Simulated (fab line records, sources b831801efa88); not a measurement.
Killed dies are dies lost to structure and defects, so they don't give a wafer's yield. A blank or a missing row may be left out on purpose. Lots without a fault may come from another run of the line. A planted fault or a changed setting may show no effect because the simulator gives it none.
fab line records | flow sky130
record lots=6 wafers=18 last_day=50
route steps=708 shown CAP2M@614 METAL4@621 PAD_OPEN@708
lots that met no fault: from a run of the same line without faults
start_h: hours from the record's first day to the start of the lot's first wafer shown | wait_h: hours since the lot's step before | " the same as in the row above | L1.1+2: a row that stands for several wafers | - no value, or no start given | * or withheld: withheld | < > ~ a bound
route shown NAME@n: a module of which the file shows steps, and the number in the route of the first | usual: mean/standard deviation of fault-free wafers | same: alike in all rows | chamber/n: place in a boat | sites: the reading at each site | _std_site: their standard deviation | _edge_site: outer sites' mean less inner sites' | radius_mm: how far each site lies from the wafer's centre | mask NAME#n: copy n | behind: the tool/chamber that last shaped the wafer | hold: why the lot was held/for how many hours/how that ended | device: the transistor (n, p or np) that didn't switch | end of line: the same wafers' tests at the end of the route | a step without rows: its recipe alone | killed: dies lost to structure and defects at the first sort, not the wafer's yield | map: a wafer's dies, x killed, . not, _ none there
set.NAME: the setting as run; set.NAME@STEP: as run at that earlier step | model.NAME: the simulator's own value behind a step, which no gauge read
lots at some steps of the route; a table a step, a row a wafer
services: from which hour (start_h, from the record's first day; less than 0 if before it) a tool's chamber was out of use, for how many hours, and why
## steps
# step SKY_CAP2M_DEVELOP_11
# recipe resist=NOVOLAK developer=TMAH develop_time_s=60 dev_temp_c=23
# step SKY_CAP2M_OVL_MEAS_12
# usual CAP2M_OVL=-1.0/1.1
# columns lot.wafer tool chamber start_h wait_h CAP2M_OVL[nm]
L515.2 overlay-01 - 953.89 0.1 0.0
L515.4 " - " " -0.8
L515.6 " - " " -0.5
L523.1 overlay-01 - 1014.64 0.1 -1.7
L523.2 " - " " -2.2
L523.6 " - " " 0.2
L525.2 overlay-02 - 1024.89 0.1 -2.4
L525.5 " - " " -1.4
L525.6 " - " " -1.8
L532.2 overlay-02 - 1095.29 0.1 -1.5
L532.3 " - " " -0.1
L532.4 " - " " -1.1
L533.1 overlay-02 - 1096.29 0.1 -1.8
L533.4 " - " " -1.2
L533.5 " - " " -1.2
L538.1 overlay-02 - 1118.29 0.1 -1.3
L538.2 " - " " -1.6
L538.3 " - " " -1.7
# step SKY_CAP2M_METAL_ETCH_13
# recipe target_depth_nm=220 stop_on=SiO2 chemistry=Cl2/BCl3 target=TiN pressure_mtorr=10 icp_w=900 bias_w=48.5 Cl2_flow_sccm=60 bcl3_flow_sccm=30 time_s=62.9
# usual bias_w=48.52/0.14 drypump_motor_current_A=5.9/0.54 mfc_cl2_sccm=59.98/0.15 oes_product_au=0.939/0.0076 rf_fwd_power_W=892/3.8 throttle_valve_pct=21.903/0.0093
# columns lot.wafer tool chamber start_h wait_h bias_w drypump_motor_current_A mfc_cl2_sccm oes_product_au rf_fwd_power_W rf_hours_counter_h throttle_valve_pct
L515.2 rie_metal-01 1 953.92 0.0 48.45 6.7 59.98 0.929 890 12 21.906
L515.4 " 0 " " 48.37 5.3 59.83 0.934 892 - 21.892
L515.6 " 1 " " 48.51 6.8 59.89 0.944 891 - 21.905
L523.1 rie_metal-01 1 1014.68 0.0 48.58 6.7 59.90 0.950 891 14 21.895
L523.2 " 0 " " 48.39 5.4 60.06 0.946 892 16 21.885
L523.6 " 0 " " 48.29 5.3 60.27 0.950 894 - 21.912
L525.2 rie_metal-02 1 1024.92 0.0 48.34 5.4 60.05 0.925 882 5 21.917
L525.5 " 1 " " 48.47 5.4 59.89 0.929 883 - 21.891
L525.6 " 0 " " 48.42 6.0 59.85 0.945 893 - 21.902
L532.2 rie_metal-02 0 1095.32 0.0 48.36 6.0 59.97 0.939 895 19 21.897
L532.3 " 1 " " 48.59 5.4 59.74 0.943 885 - 21.890
L532.4 " 0 " " 48.55 6.0 60.27 0.950 895 - 21.890
L533.1 rie_metal-01 1 1096.32 0.0 48.58 6.7 59.97 0.931 893 21 21.903
L533.4 " 0 " " 48.80 5.3 60.13 0.936 892 - 21.897
L533.5 " 1 " " 48.32 6.7 59.96 0.939 891 - 21.900
L538.1 rie_metal-01 1 1118.32 0.0 48.56 6.8 59.93 0.940 894 23 21.906
L538.2 " 0 " " 48.72 5.3 59.97 0.942 895 25 21.901
L538.3 " 1 " " 48.33 6.8 59.82 0.942 891 - 21.904
# step SKY_CAP2M_STRIP_14
# recipe chemistry=O2/N2 power_w=1400 pressure_mtorr=1500 platen_temp_c=withheld o2_flow_sccm=3000 n2_flow_sccm=300 overash_fraction=0.5
# usual drypump_motor_current_A=5.7/0.38 oes_product_au=0.710/0.0042 strip_time_to_endpoint_s=12.65/0.049
# columns lot.wafer tool chamber start_h wait_h drypump_motor_current_A oes_product_au rf_hours_counter_h strip_time_to_endpoint_s
L515.2 plasma_asher-02 1 954.00 0.1 5.6 0.711 79 12.65
L515.4 " 1 " " 5.6 0.711 - 12.62
L515.6 " 1 " " 5.6 0.711 - 12.67
L523.1 plasma_asher-02 1 1014.75 0.1 5.6 0.716 85 12.67
L523.2 " 0 " " 5.3 0.705 85 12.72
L523.6 " 1 " " 5.6 0.709 - 12.68
L525.2 plasma_asher-01 0 1025.00 0.1 5.7 0.715 26 12.72
L525.5 " 0 " " 5.7 0.712 - 12.70
L525.6 " 1 " " 6.6 0.711 - 12.74
L532.2 plasma_asher-04 1 1095.40 0.1 6.1 0.711 3 12.58
L532.3 " 0 " " 5.7 0.713 - 12.64
L532.4 " 1 " " 6.1 0.708 - 12.64
L533.1 plasma_asher-02 1 1096.40 0.1 5.6 0.713 94 12.68
L533.4 " 0 " " 5.3 0.714 - 12.62
L533.5 " 1 " " 5.6 0.714 - 12.65
L538.1 plasma_asher-04 0 1118.40 0.1 5.7 0.712 6 12.68
L538.2 " 1 " " 6.1 0.713 6 12.63
L538.3 " 1 " " 6.1 0.707 - 12.64
# step SKY_CAP2M_STRIP_15
# recipe chemistry=post_etch_residue_remover time_s=1200 temp_c=72.5
# step SKY_CAP2M_CLEAN_16
# recipe chemistry=IPA time_s=180 temp_c=25
# step SKY_CAP2M_CLEAN_17
# recipe chemistry=O3/DIW dry=n2_spin
# step SKY_METAL4_DEHYDRATE_05
# recipe temp_c=200 time_s=60
# step SKY_METAL4_HMDS_06
# recipe prime_time_s=60 prime_temp_c=119.6
# step SKY_METAL4_COAT_07
# recipe resist=BARC temp_c=withheld time_s=withheld spin_rpm=3000 resist_thk_nm=60
# step SKY_METAL4_COAT_08
# recipe resist=KrF-thick spin_rpm=3000 resist_thk_nm=1140
# step SKY_METAL4_SOFTBAKE_09
# recipe temp_c=100 time_s=90 resist=KrF-thick
# step SKY_METAL4_EXPOSE_10
# recipe mask_id=MM4 na=0.68 source_shape=annular sigma_inner=0.4 sigma_outer=0.8 target_cd_nm=300 dose_mj=28
# usual exposure_dose_mJ_cm2=27.985/0.029
# same na=0.68 sigma_inner=0.4
# columns lot.wafer tool chamber start_h wait_h mask exposure_dose_mJ_cm2
L515.2 krf_scanner-01 0 967.08 - MM4#0 27.990
L515.4 " 0 " " MM4#0 28.011
L515.6 " 0 " " MM4#0 27.975
L523.1 krf_scanner-02 0 1027.06 - MM4#0 26.674
L523.2 " 0 " " MM4#0 26.689
L523.6 " 0 " " MM4#0 26.739
L525.2 krf_scanner-02 0 1035.03 - MM4#0 26.714
L525.5 " 0 " " MM4#0 26.682
L525.6 " 0 " " MM4#0 26.699
L532.2 krf_scanner-02 0 1105.11 - MM4#0 27.986
L532.3 " 0 " " MM4#0 27.965
L532.4 " 0 " " MM4#0 27.983
L533.1 krf_scanner-02 0 1106.13 - MM4#0 28.006
L533.4 " 0 " " MM4#0 27.984
L533.5 " 0 " " MM4#0 27.947
L538.1 krf_scanner-02 0 1128.49 - MM4#0 27.931
L538.2 " 0 " " MM4#0 27.994
L538.3 " 0 " " MM4#0 27.987
# step SKY_METAL4_PEB_11
# recipe peb_temp_c=withheld peb_time_s=withheld resist=KrF-thick
# step SKY_METAL4_DEVELOP_12
# recipe develop_time_s=60 resist=KrF-thick dev_temp_c=21
# step SKY_METAL4_CD_MEAS_13
# recipe target_cd_nm=300
# usual cd_nm=300.0/1.5
# columns lot.wafer tool chamber start_h wait_h cd_nm
L515.2 cd_sem-01 - 978.11 - 298.8
L515.4 " - " " 300.1
L515.6 " - " " 299.1
L523.1 cd_sem-01 - 1037.29 - 243.3
L523.2 " - " " 260.1
L523.6 " - " " 269.3
L525.2 cd_sem-02 - 1047.88 - 213.8
L525.5 " - " " 274.6
L525.6 " - " " 273.1
L532.2 cd_sem-01 - 1115.16 - 299.3
L532.3 " - " " 300.4
L532.4 " - " " 301.0
L533.1 cd_sem-02 - 1116.29 - 300.4
L533.4 " - " " 299.8
L533.5 " - " " 301.1
L538.1 cd_sem-02 - 1137.84 - 301.8
L538.2 " - " " 300.4
L538.3 " - " " 302.0
# step SKY_METAL4_OVL_MEAS_14
# usual METAL4_OVL=-2/4.8
# columns lot.wafer tool chamber start_h wait_h METAL4_OVL[nm]
L515.2 overlay-02 - 978.21 0.1 6
L515.4 " - " " 6
L515.6 " - " " -1
L523.1 overlay-02 - 1037.41 0.1 -8
L523.2 " - " " -6
L523.6 " - " " -8
L525.2 overlay-01 - 1047.98 0.1 -3
L525.5 " - " " -3
L525.6 " - " " 6
L532.2 overlay-01 - 1115.26 0.1 -2
L532.3 " - " " -3
L532.4 " - " " -2
L533.1 overlay-01 - 1116.41 0.1 -2
L533.4 " - " " -7
L533.5 " - " " 12
L538.1 overlay-01 - 1137.96 0.1 -6
L538.2 " - " " -11
L538.3 " - " " -10
# step SKY_METAL4_DESCUM_15
# recipe chemistry=O2 source_power_w=150 bias_power_w=0 pressure_mtorr=10 temp_c=40 time_s=8
# usual drypump_motor_current_A=5.9/0.54 oes_product_au=1.002/0.0073 rf_fwd_power_W=147.3/0.59
# columns lot.wafer tool chamber start_h wait_h drypump_motor_current_A oes_product_au rf_fwd_power_W rf_hours_counter_h model.METAL4.cd_nm
L515.2 rie_metal-01 1 978.24 0.0 6.8 0.992 146.2 12 299.2
L515.4 " 1 " " 6.8 0.997 146.3 - 300
L515.6 " 0 " " 5.4 1.001 146.8 - 299.9
L523.1 rie_metal-01 0 1037.44 0.0 5.3 1.004 146.9 18 243.1
L523.2 " 1 " " 6.7 1.002 147.1 16 259.9
L523.6 " 0 " " 5.4 1.016 146.9 - 269.5
L525.2 rie_metal-01 0 1048.01 0.0 5.4 1.009 147.1 18 213.5
L525.5 " 0 " " 5.3 1.010 147.0 - 274.4
L525.6 " 1 " " 6.7 1.004 147.7 - 272.9
L532.2 rie_metal-01 1 1115.29 0.0 6.8 0.999 146.2 23 300
L532.3 " 1 " " 6.8 0.990 145.8 - 300.3
L532.4 " 0 " " 5.4 1.009 147.0 - 300.8
L533.1 rie_metal-04 0 1116.44 0.0 5.9 1.006 148.2 11 301
L533.4 " 1 " " 5.2 0.998 147.3 - 300.1
L533.5 " 0 " " 5.9 0.999 148.4 - 301.6
L538.1 rie_metal-03 0 1137.99 0.0 6.1 1.000 147.5 23 301.6
L538.2 " 1 " " 5.6 0.993 147.5 22 300.6
L538.3 " 0 " " 6.1 1.007 146.8 - 301.9
# step SKY_METAL4_ETCH_16
# recipe chemistry=N2/H2 target=BARC ion_energy_ev=200 bias_w=100 pressure_mtorr=30 n2_flow_sccm=100 h2_flow_sccm=200 icp_w=500 stop_on=SiO2 time_s=88.2 target_depth_a=600
# usual bias_w=100.02/0.25 drypump_motor_current_A=5.9/0.54 oes_product_au=0.625/0.0045 rf_fwd_power_W=496.9/1.7 throttle_valve_pct=13.204/0.0089
# columns lot.wafer tool chamber start_h wait_h bias_w drypump_motor_current_A oes_product_au rf_fwd_power_W rf_hours_counter_h throttle_valve_pct
L515.2 rie_metal-01 1 978.27 0.0 100.03 6.7 0.624 496.0 12 13.192
L515.4 " 1 " " 100.41 6.8 0.623 498.0 - 13.199
L515.6 " 0 " " 99.77 5.4 0.629 497.2 - 13.215
L523.1 rie_metal-01 0 1037.47 0.0 99.90 5.4 0.632 498.2 18 13.208
L523.2 " 1 " " 99.84 6.8 0.626 493.7 16 13.199
L523.6 " 0 " " 99.81 5.4 0.626 496.6 - 13.209
L525.2 rie_metal-01 0 1048.04 0.0 100.27 5.4 0.625 495.8 18 13.215
L525.5 " 0 " " 100.52 5.4 0.624 496.5 - 13.213
L525.6 " 1 " " 99.27 6.7 0.628 494.2 - 13.207
L532.2 rie_metal-01 1 1115.32 0.0 100.05 6.8 0.631 496.8 23 13.203
L532.3 " 1 " " 100.36 6.7 0.626 498.1 - 13.203
L532.4 " 0 " " 99.82 5.4 0.631 498.1 - 13.209
L533.1 rie_metal-04 0 1116.47 0.0 99.85 6.0 0.627 499.9 11 13.195
L533.4 " 1 " " 100.17 5.2 0.620 496.1 - 13.208
L533.5 " 0 " " 100.26 6.0 0.625 500.5 - 13.204
L538.1 rie_metal-03 0 1138.03 0.0 99.93 6.1 0.621 496.4 23 13.214
L538.2 " 1 " " 100.14 5.6 0.628 497.7 22 13.211
L538.3 " 0 " " 99.87 6.1 0.628 496.9 - 13.197
# step SKY_METAL4_ETCH_17
# recipe target=SiO2 stop_on=TiN chemistry=C4F8/O2/Ar source_w=1500 bias_w=1200 pressure_mtorr=40 c4f8_flow_sccm=withheld O2_flow_sccm=6 Ar_flow_sccm=300 time_s=3.9 target_depth_a=150
# usual bias_w=1200/3 oes_product_au=0.755/0.0075 rf_fwd_power_W=1469/6.3
# columns lot.wafer tool chamber start_h wait_h bias_w oes_product_au rf_fwd_power_W rf_hours_counter_h
L515.2 rie_diel-04 3 978.37 0.1 1202 0.752 1477 21
L515.4 " 2 " " 1202 0.752 1460 9
L515.6 " 2 " " 1199 0.764 1463 -
L523.1 rie_diel-03 3 1037.57 0.1 1193 0.741 1472 20
L523.2 " 1 " " 1196 0.753 1462 15
L523.6 " 3 " " 1195 0.757 1468 -
L525.2 rie_diel-03 0 1048.14 0.1 1196 0.746 1473 16
L525.5 " 1 " " 1196 0.751 1463 -
L525.6 " 0 " " 1202 0.756 1478 -
L532.2 rie_diel-01 2 1115.42 0.1 1197 0.750 1470 17
L532.3 " 0 " " 1200 0.747 1465 23
L532.4 " 1 " " 1205 0.766 1468 8
L533.1 rie_diel-03 3 1116.57 0.1 1195 0.746 1466 22
L533.4 " 1 " " 1199 0.748 1468 17
L533.5 " 0 " " 1199 0.768 1477 -
L538.1 rie_diel-03 2 1138.17 0.1 1199 0.753 1478 14
L538.2 " 0 " " 1196 0.739 1466 19
L538.3 " 3 " " 1201 0.757 1467 22
# step SKY_METAL4_METAL_ETCH_18
# recipe target_depth_a=8450 stop_on=SiO2 over_etch_frac=0.3 time_s=183.1 chemistry=Cl2/BCl3 resist_sidewall_deg=88 pressure_mtorr=10 icp_w=900 bias_w=48.5 Cl2_flow_sccm=60 bcl3_flow_sccm=30
# usual bias_w=48.49/0.14 drypump_motor_current_A=5.8/0.55 mfc_cl2_sccm=59.99/0.18 oes_product_au=0.863/0.0049 rf_fwd_power_W=897.3/2.9 throttle_valve_pct=22.265/0.0099
# columns lot.wafer tool chamber start_h wait_h bias_w drypump_motor_current_A mfc_cl2_sccm oes_product_au rf_fwd_power_W rf_hours_counter_h throttle_valve_pct model.METAL4.cd_nm
L515.2 rie_metal-04 0 978.39 0.0 48.47 5.9 60.02 0.862 898.6 4 22.252 298.9
L515.4 " 0 " " 48.40 6.0 59.91 0.869 902.5 - 22.272 302.3
L515.6 " 0 " " 48.42 6.0 60.07 0.861 901.3 - 22.271 303.7
L523.1 rie_metal-03 1 1037.59 0.0 48.29 5.5 59.72 0.866 896.1 18 22.271 242.8
L523.2 " 0 " " 48.60 6.1 60.32 0.863 897.5 19 22.287 259.8
L523.6 " 0 " " 48.77 6.1 60.00 0.865 899.6 - 22.258 271.6
L525.2 rie_metal-01 0 1048.16 0.0 48.65 5.3 59.98 0.864 896.2 18 22.264 210.3
L525.5 " 1 " " 48.23 6.7 60.02 0.864 897.3 - 22.253 272.2
L525.6 " 0 " " 48.66 5.3 60.20 0.859 895.6 - 22.248 269.2
L532.2 rie_metal-04 0 1115.44 0.0 48.66 5.9 60.01 0.866 899.0 11 22.274 299.8
L532.3 " 1 " " 48.43 5.2 60.09 0.856 895.1 - 22.275 299.6
L532.4 " 0 " " 48.58 5.9 60.01 0.860 899.4 - 22.269 300.1
L533.1 rie_metal-01 1 1116.59 0.0 48.43 6.7 60.30 0.873 896.1 23 22.272 299
L533.4 " 0 " " 48.70 5.4 60.21 0.878 895.2 - 22.259 299.3
L533.5 " 0 " " 48.59 5.4 60.38 0.860 898.9 - 22.260 299
L538.1 rie_metal-04 0 1138.18 0.0 48.46 5.9 60.18 0.868 902.7 14 22.254 303.2
L538.2 " 1 " " 48.59 5.2 60.21 0.866 900.0 27 22.271 305.8
L538.3 " 1 " " 48.47 5.2 59.83 0.867 894.4 - 22.272 303.7
# step SKY_METAL4_STRIP_19
# recipe chemistry=O2/N2 power_w=1400 pressure_mtorr=1500 platen_temp_c=withheld o2_flow_sccm=3000 n2_flow_sccm=300 overash_fraction=0.5
# usual drypump_motor_current_A=5.9/0.42 oes_product_au=0.501/0.0056 strip_time_to_endpoint_s=6.51/0.073
# columns lot.wafer tool chamber start_h wait_h drypump_motor_current_A oes_product_au rf_hours_counter_h strip_time_to_endpoint_s
L515.2 plasma_asher-03 0 978.57 0.1 5.3 0.499 58 6.61
L515.4 " 1 " " 5.8 0.506 - 6.60
L515.6 " 1 " " 5.8 0.497 - 6.49
L523.1 plasma_asher-01 1 1037.77 0.1 6.6 0.503 27 6.47
L523.2 " 0 " " 5.7 0.494 27 6.40
L523.6 " 0 " " 5.7 0.499 - 6.43
L525.2 plasma_asher-04 1 1048.34 0.1 6.1 0.503 125 6.40
L525.5 " 0 " " 5.7 0.506 - 6.50
L525.6 " 1 " " 6.1 0.504 - 6.49
L532.2 plasma_asher-01 1 1115.62 0.1 6.6 0.507 35 6.56
L532.3 " 1 " " 6.6 0.502 - 6.66
L532.4 " 0 " " 5.8 0.505 - 6.54
L533.1 plasma_asher-03 1 1116.77 0.1 5.8 0.498 69 6.48
L533.4 " 0 " " 5.3 0.490 - 6.38
L533.5 " 1 " " 5.8 0.497 - 6.46
L538.1 plasma_asher-04 0 1138.36 0.1 5.7 0.507 8 6.55
L538.2 " 1 " " 6.1 0.502 8 6.60
L538.3 " 1 " " 6.1 0.505 - 6.52
# step SKY_PAD_OPEN_PROBE_99
# usual defect_limited_yield=83.0/1.9 killed_at_M0_to_M3=43/6.9 killed_at_M4_up=3.1/1.9 killed_at_contacts=24/5.4 killed_at_front_end=14/4.3 killed_at_other=0.3/0.53 killed_dies=84/9.5 killed_on_rim=16/4.1 killed_open=46/6.8 killed_short=38/6 sort_bin_3_pad_short=0.9/0.46 sort_bin_5_function=10.0/1.4 sort_bin_6_memory=6.1/1.1 sort_n_pass=408/9.5 sort_yield_pct=83.0/1.9
# same gross_dies=492 killed_at_back_side=0 sort_bin_4_leakage[%]=0 sort_bin_8_speed[%]=0
# columns lot.wafer tool chamber start_h wait_h defect_limited_yield[%] killed_at_M0_to_M3 killed_at_M4_up killed_at_contacts killed_at_front_end killed_at_other killed_dies killed_on_rim killed_open killed_short sort_bin_3_pad_short[%] sort_bin_5_function[%] sort_bin_6_memory[%] sort_n_pass sort_yield_pct[%]
L515.2 prober-02 - 1076.01 0.1 83.1 43 2 20 18 0 83 17 47 36 1.0 12.0 3.9 409 83.1
L515.4 prober-02 - 1076.11 0.2 81.3 56 4 20 12 0 92 18 47 45 1.0 11.0 6.7 400 81.3
L515.6 prober-02 - 1076.21 0.2 80.3 50 3 24 20 0 97 15 45 52 1.4 13.0 5.3 395 80.3
L523.1 prober-02 - 1124.90 0.1 28.3 37 276 27 13 0 353 36 46 40 1.0 64.4 6.3 139 28.3
L523.2 prober-02 - 1124.95 0.1 73.6 52 49 21 8 0 130 21 52 32 1.0 19.1 6.3 362 73.6
L523.6 prober-02 - 1125.15 0.2 80.1 50 6 32 10 0 98 23 51 41 0.4 12.0 7.5 394 80.1
L525.2 prober-02 - 1133.95 0.1 0 31 417 30 14 0 492 96 41 37 1.4 92.5 6.1 0 0
L525.5 prober-02 - 1134.10 0.2 80.9 39 14 27 13 1 94 13 47 39 0.6 14.2 4.3 398 80.9
L525.6 prober-02 - 1134.15 0.2 80.7 40 8 31 16 0 95 16 51 39 0.8 11.4 7.1 397 80.7
L532.2 prober-01 - 1192.99 0.1 82.3 49 2 23 13 0 87 14 49 38 1.0 9.8 6.9 405 82.3
L532.3 prober-01 - 1193.04 0.2 86.0 41 3 16 9 0 69 14 48 21 0.4 8.9 4.7 423 86.0
L532.4 prober-01 - 1193.09 0.2 80.5 47 3 39 7 0 96 17 60 36 1.0 10.8 7.7 396 80.5
L533.1 prober-02 - 1193.74 0.1 85.2 44 2 19 8 0 73 13 40 32 0.4 9.6 4.9 419 85.2
L533.4 prober-02 - 1193.89 0.2 85.4 37 5 19 11 0 72 13 39 32 0.4 9.6 4.7 420 85.4
L533.5 prober-02 - 1193.94 0.2 84.1 40 2 16 20 0 78 14 39 38 1.8 8.5 5.5 414 84.1
# killed by level:class
L515.2 CONTACT:geometric_particle:open=9 VIA1:geometric_particle:open=9 CONTACT:geometric_particle:short=6 METAL1:geometric_particle:short=6 VIA2:geometric_particle:open=6 VIA1:geometric_particle:short=4 FIELD_ISO:geometric_particle:open=4 POLY_GATE:geometric_particle:open=4
L515.4 VIA1:geometric_particle:open=12 VIA2:geometric_particle:open=8 VIA2:geometric_particle:short=8 METAL1:geometric_particle:short=7 CONTACT:geometric_particle:open=6 VIA1:geometric_particle:short=6 LI_CONTACT:geometric_particle:open=4 VIA3:geometric_particle:open=4
L515.6 VIA1:geometric_particle:open=14 POLY_GATE:geometric_particle:short=10 CONTACT:geometric_particle:open=9 METAL1:geometric_particle:short=9 LI_CONTACT:geometric_particle:open=7 METAL2:geometric_particle:short=7 LI_CONTACT:geometric_particle:short=5 METAL3:geometric_particle:short=5
L523.1 METAL4:area_expose=267 LI_CONTACT:geometric_particle:open=9 VIA1:geometric_particle:open=9 CONTACT:geometric_particle:open=8 METAL1:geometric_particle:short=5 METAL2:geometric_particle:short=5 VIA3:geometric_particle:open=5 METAL4:geometric_particle:short=5
L523.2 METAL4:area_expose=45 VIA1:geometric_particle:open=14 CONTACT:geometric_particle:open=11 VIA3:geometric_particle:open=8 VIA1:geometric_particle:short=6 METAL2:geometric_particle:short=6 LI_CONTACT:geometric_particle:open=5 METAL3:geometric_particle:short=5
L523.6 CONTACT:geometric_particle:open=16 METAL2:geometric_particle:short=11 VIA1:geometric_particle:open=8 LI_CONTACT:geometric_particle:open=6 VIA2:geometric_particle:open=6 LOCAL_INTERCONNECT:geometric_particle:short=5 VIA3:geometric_particle:open=5 METAL4:area_expose=5
L525.2 METAL4:area_expose=414 VIA1:geometric_particle:open=9 CONTACT:geometric_particle:open=8 METAL2:geometric_particle:short=7 LI_CONTACT:geometric_particle:open=7 LOCAL_INTERCONNECT:geometric_particle:short=5 VIA3:geometric_particle:open=5 POLY_GATE:geometric_particle:short=4
L525.5 LI_CONTACT:geometric_particle:open=11 VIA1:geometric_particle:open=11 METAL4:area_expose=8 POLY_GATE:geometric_particle:open=6 LI_CONTACT:geometric_particle:short=6 CONTACT:geometric_particle:open=6 METAL2:geometric_particle:short=6 METAL4:geometric_particle:short=5
L525.6 LI_CONTACT:geometric_particle:open=12 VIA1:geometric_particle:open=10 CONTACT:geometric_particle:open=9 LOCAL_INTERCONNECT:geometric_particle:short=6 VIA1:geometric_particle:short=6 VIA2:geometric_particle:open=6 METAL2:geometric_particle:short=5 METAL4:area_expose=5
L532.2 VIA1:geometric_particle:open=16 CONTACT:geometric_particle:open=8 METAL1:geometric_particle:short=5 LI_CONTACT:geometric_particle:open=5 CONTACT:geometric_particle:short=5 METAL2:geometric_particle:short=5 LI_CONTACT:geometric_particle:short=4 VIA2:geometric_particle:open=4
L532.3 VIA1:geometric_particle:open=12 VIA3:geometric_particle:open=6 CONTACT:geometric_particle:open=6 VIA2:geometric_particle:open=6 METAL1:geometric_particle:short=5 FIELD_ISO:geometric_particle:open=4 LI_CONTACT:geometric_particle:open=4 METAL3:geometric_particle:open=3
L532.4 VIA1:geometric_particle:open=15 CONTACT:geometric_particle:open=13 LI_CONTACT:geometric_particle:open=12 LI_CONTACT:geometric_particle:short=6 VIA3:geometric_particle:open=6 CONTACT:geometric_particle:short=5 METAL1:geometric_particle:short=5 VIA2:geometric_particle:open=5
L533.1 VIA1:geometric_particle:open=9 CONTACT:geometric_particle:open=7 VIA2:geometric_particle:open=6 METAL3:geometric_particle:short=5 LI_CONTACT:geometric_particle:open=5 METAL1:geometric_particle:short=4 VIA2:geometric_particle:short=4 CONTACT:geometric_particle:short=3
L533.4 CONTACT:geometric_particle:open=6 VIA1:geometric_particle:open=6 VIA3:geometric_particle:open=6 METAL2:geometric_particle:short=5 LI_CONTACT:geometric_particle:open=5 POLY_GATE:geometric_particle:open=4 METAL1:geometric_particle:short=4 VIA1:geometric_particle:short=4
L533.5 VIA1:geometric_particle:open=8 CONTACT:geometric_particle:open=6 METAL1:geometric_particle:short=6 VIA3:geometric_particle:short=6 FIELD_ISO:geometric_particle:open=5 FIELD_ISO:geometric_particle:short=4 LI_CONTACT:geometric_particle:open=4 VIA2:geometric_particle:short=4
# map L523.1 (x killed, . not)
__________.x..xx.x.._________
________.x.x..xxx...x._______
______..x..xx.x.x.x.x..x_____
_____x..x..xxxxxxx.x.x..x____
____x...xxxxxxxxxxxxxxxxxx___
___..xxxxxxxxxxxxxxxxxxx...__
__...xxxxxxxxxxxxxxxxxxxx..x_
_.xxxxxxx.xxxxxxxxxxxxx..xx..
_.x.xxxxxxxxxxxxxxxxxxxxx....
_x..xxxxxxxxxxxxxxxxxxxx..x..
_..x...x.xxxxxxxxxxxxxxxxxx..
_xxx.xxxxxxxxxxxxxxxxxxxx.x.x
_x..x.xxxxxxxxxxxxxxxxxxxxx.x
_.xxxxxxxxxxxxxxxxxxxxxxxx.x.
_xxxx.x.xxxxxxxxxxxxxxxx.xx.x
__x...xxxxxxxxxxxxx.xxxxxxx._
___.xxx.xxxxxxxxx.xxxxx.x.x__
____.x.xx.x.xxxxxxx..xxx..___
_____.x..x.xx..xxxxx.xx.x____
______.x..x.xx...xx...x._____
________..xxx..x....xx_______
__________......x..._________
# map L525.2 (x killed, . not)
__________xxxxxxxxxx_________
________xxxxxxxxxxxxxx_______
______xxxxxxxxxxxxxxxxxx_____
_____xxxxxxxxxxxxxxxxxxxx____
____xxxxxxxxxxxxxxxxxxxxxx___
___xxxxxxxxxxxxxxxxxxxxxxxx__
__xxxxxxxxxxxxxxxxxxxxxxxxxx_
_xxxxxxxxxxxxxxxxxxxxxxxxxxxx
_xxxxxxxxxxxxxxxxxxxxxxxxxxxx
_xxxxxxxxxxxxxxxxxxxxxxxxxxxx
_xxxxxxxxxxxxxxxxxxxxxxxxxxxx
_xxxxxxxxxxxxxxxxxxxxxxxxxxxx
_xxxxxxxxxxxxxxxxxxxxxxxxxxxx
_xxxxxxxxxxxxxxxxxxxxxxxxxxxx
_xxxxxxxxxxxxxxxxxxxxxxxxxxxx
__xxxxxxxxxxxxxxxxxxxxxxxxxx_
___xxxxxxxxxxxxxxxxxxxxxxxx__
____xxxxxxxxxxxxxxxxxxxxxx___
_____xxxxxxxxxxxxxxxxxxxx____
______xxxxxxxxxxxxxxxxxx_____
________xxxxxxxxxxxxxx_______
__________xxxxxxxxxx_________
## services
# columns tool chamber start_h hours kind
krf_scanner-02 - 931.42 0.8 pm
krf_scanner-02 - 935.79 4.3 repair
krf_scanner-01 - 960.02 4.4 pm
plasma_asher-01 - 967.23 26.0 repair
krf_scanner-01 - 976.87 4.0 pm
rie_diel-04 0 982.83 8.3 repair
rie_diel-03 - 984.52 0.3 repair
krf_scanner-01 - 991.98 1.0 pm
rie_diel-04 - 998.18 14.6 pm
rie_diel-03 3 1010.25 7.2 repair
krf_scanner-02 - 1018.77 1.3 pm
rie_diel-03 0 1019.57 14.4 repair
rie_diel-03 2 1019.70 23.2 repair
rie_metal-04 - 1028.83 28.1 pm
plasma_asher-03 - 1036.43 1.5 repair
rie_metal-03 - 1046.07 28.1 pm
krf_scanner-02 - 1051.46 1.0 pm
plasma_asher-04 - 1055.27 9.0 pm
plasma_asher-03 - 1065.78 2.9 repair
plasma_asher-03 - 1068.72 15.6 pm
krf_scanner-02 - 1073.75 0.8 pm
rie_diel-03 3 1088.61 8.7 repair
rie_diel-03 3 1117.47 5.6 repair
plasma_asher-02 - 1131.32 2.8 pm
## key
first_sign step=SKY_METAL4_EXPOSE_10 reading=exposure_dose_mJ_cm2 direction=down sigmas=44 usual=* struck=*
effect step=SKY_METAL4_CD_MEAS_13 reading=cd_nm direction=down sigmas=29 usual=300.0 struck=255.7 through=control_loop
effect step=SKY_PAD_OPEN_PROBE_99 reading=killed_at_M4_up direction=up sigmas=66 usual=3.1 struck=128.3
model_effect step=SKY_METAL4_DESCUM_15 value=METAL4.cd_nm without=299.9 struck=255.5
model_effect step=SKY_METAL4_METAL_ETCH_18 value=METAL4.cd_nm without=298.7 struck=254.3
more_kills_born_at SKY_METAL4_EXPOSE_10@krf_scanner-02=744
met_at SKY_METAL4_EXPOSE_10
struck_wafers L523.1,L523.2,L523.6,L525.2,L525.5,L525.6
later_rows_left_out L523.1,L525.2
loop_trim step=SKY_METAL4_EXPOSE_10 setting=dose lots=L523,L525
fault kind=process_parameter_drift tool=krf_scanner-02 chamber=- onset_h=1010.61 steps=SKY_METAL4_EXPOSE_10 channel=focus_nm offset=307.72 spread_by_wafer=0.3 shape=step end_h=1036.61
# later_rows_left_out: the simulator's readings of these wafers behind a module that went badly wrong aren't trusted and aren't shown, but for the sort
# loop_trim: a control loop set the setting to another value than it would have without faults
